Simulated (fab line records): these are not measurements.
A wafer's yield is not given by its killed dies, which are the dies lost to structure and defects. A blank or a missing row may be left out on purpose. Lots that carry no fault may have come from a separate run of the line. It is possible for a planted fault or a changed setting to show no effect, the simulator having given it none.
Chamber matching | flow gf180mcu | GF_V2_ETCH_16 on rie_diel-02: 4 sister chambers
The step etches BARC in N2/H2. 4 wafers are shown with their chamber, then 7 later ones without.

## WAFERS WITH THEIR CHAMBER
wafer  | chamber | drypump_motor_current_A (A)
L968.3 | 2       | 5.8
L968.4 | 3       | 6.2
L978.2 | 1       | 5.7
L978.4 | 0       | 5.7

## WAFERS WHOSE CHAMBER IS MISSING
wafer  | drypump_motor_current_A (A)
L978.6 | 5.7
L979.2 | 5.8
L979.5 | 5.8
L979.6 | 6.2
L981.1 | 5.7
L981.5 | 5.8
L981.6 | 6.3

## CHAMBER TAKEN BY EACH
wafer  | from the rows above     | in truth
L978.6 | can't be placed: 0 or 1 | 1
L979.2 | 2                       | 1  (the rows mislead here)
L979.5 | 2                       | 2
L979.6 | 3                       | 3
L981.1 | can't be placed: 0 or 1 | 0
L981.5 | 2                       | 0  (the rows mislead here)
L981.6 | 3                       | 3
Correct placement for 3 of the 7. These rows do not allow placing 2 (true chamber among the candidates in 2). Number placed wrongly: 2.
How it was worked out, from the rows above alone: a wafer's distance from a chamber is the root of the sum, over the readings, of the square of ((its reading less the chamber's mean) divided by the reading's scatter). If the next closest chamber is less than 2 further off than the closest, the wafer can't be placed; otherwise it belongs to the closest. The mean given for a chamber averages the wafers shown for that chamber. The scatter (one wafer shown for each chamber): square how far every hidden wafer sits from the nearest shown wafer, average those squares and take the square root.
